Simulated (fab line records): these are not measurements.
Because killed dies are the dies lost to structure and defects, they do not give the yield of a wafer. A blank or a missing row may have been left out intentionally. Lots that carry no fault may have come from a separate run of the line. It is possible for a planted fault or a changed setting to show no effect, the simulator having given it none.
Struck lot and sound lot, side by side ; flow gf180mcu ; 17 out of 602 route steps
Sound: the wafers L121.1, L121.2, L121.4. Struck: wafer L126.2. (L126.3, L126.5 of the same lot were not struck and are left out.) The cause comes at the end.
For every step that has rows: the tool of each side, followed by ch and its chambers, followed by its first start. Under that, the readings that differ: sound wafers ; struck wafers ; difference of the means ; sigmas: that difference in standard deviations of wafers without a fault.
alike: same words and numbers on both sides, and readings whose means sit less than 2 such deviations apart. not compared: any withheld reading, any reading some wafer has no value for, any bound like >300 that may hide the same value, and any number with overlapping values for which the record gives no deviation.
Wherever a step has rows on one side only, a row that says differs or no value, or a row with sigmas, the two part there. Numbers that don't overlap but have no deviation are shown without sigmas and don't part them. A reading that every wafer of one side lacks parts them only if that side has two wafers or more.

first, 3 steps without rows for these wafers: GF_V3_EXPOSE_11 (exposes mask Via3, target cd 260 nm); GF_V3_PEB_12 (peb time 90 s); GF_V3_DEVELOP_13 (develop time 60 s).
GF_V3_CD_MEAS_14: target cd 260 nm.
  sound on cdSem-01, day 23 01:36; struck on cdSem-02, day 25 09:39
  alike: cdNm
GF_V3_OVL_MEAS_15:
  sound on overlay-01, day 23 01:43; struck on overlay-01, day 25 09:46
  alike: V3_OVL
GF_V3_ETCH_16: etches BARC in N2/H2.
  sound on rieDiel-03 ch 0,1,2, day 23 01:46; struck on rieDiel-03 ch 2, day 25 09:47
  alike: chamberPressureMTorr, drypumpMotorCurrentA, oesProductAu, throttleValvePct
GF_V3_ETCH_17: etches SiO2 in C4F8/O2/Ar, stops on TiN, target depth 635 nm.
  sound on rieDiel-03 ch 0,1,2; struck on rieDiel-03 ch 2
  alike: chamberPressureMTorr, oesProductAu
GF_V3_STRIP_18: strips in O2/N2.
  sound on plasmaAsher-01 ch 0,1, day 23 01:53; struck on plasmaAsher-04 ch 0, day 25 09:55
reading;sound;struck;difference;sigmas
heaterPowerW (W);339 351 355;280;-68;-2
  alike: chamberPressureMTorr, drypumpMotorCurrentA, oesProductAu
  not compared: rfHoursCounterH
then, 2 steps without rows for these wafers: GF_V3_STRIP_19 (strips in post etch residue remover, time 1200 s); GF_V3_CLEAN_20 (cleans in DIW).
GF_V3_SPUTTER_21: material Ti, target thk 15 nm, time 80.02 s.
  sound on pvdSputter-04, day 23 02:27; struck on pvdSputter-02, day 25 10:31
reading;sound;struck;difference;sigmas
throttleValvePct (%);31.5 28.8 29.5;32.6;+2.7;+2
then, 1 step without rows for these wafers: GF_V3_SPUTTER_22 (material TiN, target thk 10 nm, time 40 s).
GF_V3_CVD_23: deposits W, target thk 350 nm, time 104.9 s.
  sound on cvdW-01 ch 0,1, day 23 02:33; struck on cvdW-02 ch 0, day 25 10:37
reading;sound;struck;difference;sigmas
heaterPowerW (W);791 776 788;979;+194;+2
model.W_of_V3_CVD_23.thkNm (nm);346.1 349.9 348.4;212.6;-135.5;
  alike: susceptorTempC
GF_V3_RS_MEAS_24: uses a four-point probe to measure.
  sound on filmMetro-02, day 23 02:40; struck on filmMetro-04, day 25 10:45
reading;sound;struck;difference;sigmas
V3_W_RS (ohm/sq);0.331 0.327 0.328;0.542;+0.213;+52
GF_V3_THK_MEAS_25: measures by xrf.
  sound on filmMetro-02, day 23 02:47; struck on filmMetro-04, day 25 10:52
reading;sound;struck;difference;sigmas
V3_W_THK (nm);351 352 351;214;-137;-32
GF_V3_CMP_26: polishes, stops on SiO2, t overpolish 15 s, target thk 0 nm.
  sound on cmp-02 ch 1,2,3, day 23 02:50; struck on cmp-01 ch 1, day 25 10:58
reading;sound;struck;difference;sigmas
motorCurrentA (A);11.6 12.0 10.6;9.7;-1.7;-2
timeToEndpointS (s);86 88 83;49;-37;-9
  alike: slurryFilterDpKPa
GF_M4_SPUTTER_00: material Ti, target thk 37.5 nm, time 150 s.
  sound on pvdSputter-01, day 23 03:08; struck on pvdSputter-01, day 25 11:13
  alike: throttleValvePct

## WHERE THEY PART
Earliest at GF_V3_STRIP_18; latest, in this record, at GF_V3_CMP_26. Later steps at which nothing parts them and some readings are alike: GF_M4_SPUTTER_00.

WHY: what had been put in by the simulator
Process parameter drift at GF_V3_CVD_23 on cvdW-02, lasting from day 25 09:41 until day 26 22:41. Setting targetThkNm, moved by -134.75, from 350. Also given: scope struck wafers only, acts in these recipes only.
